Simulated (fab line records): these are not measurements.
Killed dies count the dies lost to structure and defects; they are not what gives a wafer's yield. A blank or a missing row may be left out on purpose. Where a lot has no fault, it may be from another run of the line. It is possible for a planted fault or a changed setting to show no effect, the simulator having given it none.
Check for tools in common + flow gf180mcu + Lots sampled 13, wafers sampled 39

## REASON FOR OPENING
Of 13 lots, 3 have the reading NSD_RS flagged at GF_PSD_RS_MEAS_14. Wafers without a fault read 46.14 ohm/sq, standard deviation 0.072.
Rule: a lot gets a flag if all its wafers with a number sit over 4 standard deviations from that mean, or if no wafer of it has a number. The other lots count as sound.

| lot  | measured     | on           | NSD_RS (ohm/sq), wafer by wafer | flag    |
|------|--------------|--------------|---------------------------------|---------|
| L124 | day 13 23:33 | filmMetro-03 | 46.23 46.24 46.19               |         |
| L127 | day 15 04:28 | filmMetro-01 | 46.09 46.14 46.15               |         |
| L128 | day 15 22:39 | filmMetro-03 | 46.10 46.15 45.95               |         |
| L130 | day 16 18:58 | filmMetro-02 | 45.97 45.93 46.03               |         |
| L131 | day 17 01:34 | filmMetro-01 | 46.19 46.23 46.11               |         |
| L132 | day 17 04:15 | filmMetro-03 | 42.62 42.57 42.47               | FLAGGED |
| L135 | day 18 08:32 | filmMetro-01 | 42.64 42.63 42.68               | FLAGGED |
| L136 | day 18 14:55 | filmMetro-02 | 46.20 46.23 46.10               |         |
| L137 | day 18 20:29 | filmMetro-02 | 42.51 42.68 42.59               | FLAGGED |
| L140 | day 20 03:17 | filmMetro-03 | 45.95 46.17 46.20               |         |
| L145 | day 21 16:28 | filmMetro-01 | 46.25 46.22 46.19               |         |
| L146 | day 21 19:59 | filmMetro-03 | 46.15 46.20 46.04               |         |
| L147 | day 22 04:42 | filmMetro-02 | 46.10 46.13 46.07               |         |
The mean of the flagged lots' numbers is 42.60 ohm/sq, -3.54 ohm/sq from the usual (-49 standard deviations).

## EACH LOT AND THE TOOL IT RAN ON
The record keeps 1 process step preceding the reading, out of 602 steps on the route. Read each cell as the tool, then ch plus the chambers that the sampled wafers visited, then the start.
| lot  | flag    | GF_PSD_RTA_13                   |
|------|---------|---------------------------------|
| L124 |         | rtpAnneal-01 ch 0, day 13 23:27 |
| L127 |         | rtpAnneal-02 ch 0, day 15 04:23 |
| L128 |         | rtpAnneal-02 ch 0, day 15 22:34 |
| L130 |         | rtpAnneal-01 ch 0, day 16 18:53 |
| L131 |         | rtpAnneal-01 ch 0, day 17 01:28 |
| L132 | FLAGGED | rtpAnneal-01 ch 0, day 17 04:04 |
| L135 | FLAGGED | rtpAnneal-01 ch 0, day 18 08:26 |
| L136 |         | rtpAnneal-02 ch 0, day 18 14:49 |
| L137 | FLAGGED | rtpAnneal-01 ch 0, day 18 20:23 |
| L140 |         | rtpAnneal-02 ch 0, day 20 03:11 |
| L145 |         | rtpAnneal-01 ch 0, day 21 16:23 |
| L146 |         | rtpAnneal-01 ch 0, day 21 19:53 |
| L147 |         | rtpAnneal-01 ch 0, day 22 04:37 |
What the steps here do:
- GF_PSD_RTA_13: time 20 s.
- GF_PSD_RS_MEAS_14: measures by four-point-probe.

## FLAGGED AGAINST TOTAL, ONE TOOL AT A TIME (gauges that did the reading follow at the end)
| step              | tool         | lots run | flagged | share of the flagged lots | sound lots run after its first flagged lot |
|-------------------|--------------|----------|---------|---------------------------|--------------------------------------------|
| GF_PSD_RTA_13     | rtpAnneal-01 | 9        | 3       | all                       | 3 (L145,L146,L147)                         |
| GF_PSD_RTA_13     | rtpAnneal-02 | 4        | 0       | none                      | -                                          |
| GF_PSD_RS_MEAS_14 | filmMetro-01 | 4        | 1       | some                      | 1 (L145)                                   |
| GF_PSD_RS_MEAS_14 | filmMetro-02 | 4        | 1       | some                      | 1 (L147)                                   |
| GF_PSD_RS_MEAS_14 | filmMetro-03 | 5        | 1       | some                      | 2 (L140,L146)                              |

## WHAT IS ALLOWED BY THE TABLE
1 row of the table ran every flagged lot: rtpAnneal-01 at GF_PSD_RTA_13.
- rtpAnneal-01 at GF_PSD_RTA_13: 3 of its 9 lots flagged. Sound lots ran on it after the first flagged one (L145, L146, L147), which a lasting fault on the whole tool wouldn't allow.
None of the table's rows ran every flagged lot and, after the first, no sound lot.

## WHAT WAS PUT IN BY THE SIMULATOR
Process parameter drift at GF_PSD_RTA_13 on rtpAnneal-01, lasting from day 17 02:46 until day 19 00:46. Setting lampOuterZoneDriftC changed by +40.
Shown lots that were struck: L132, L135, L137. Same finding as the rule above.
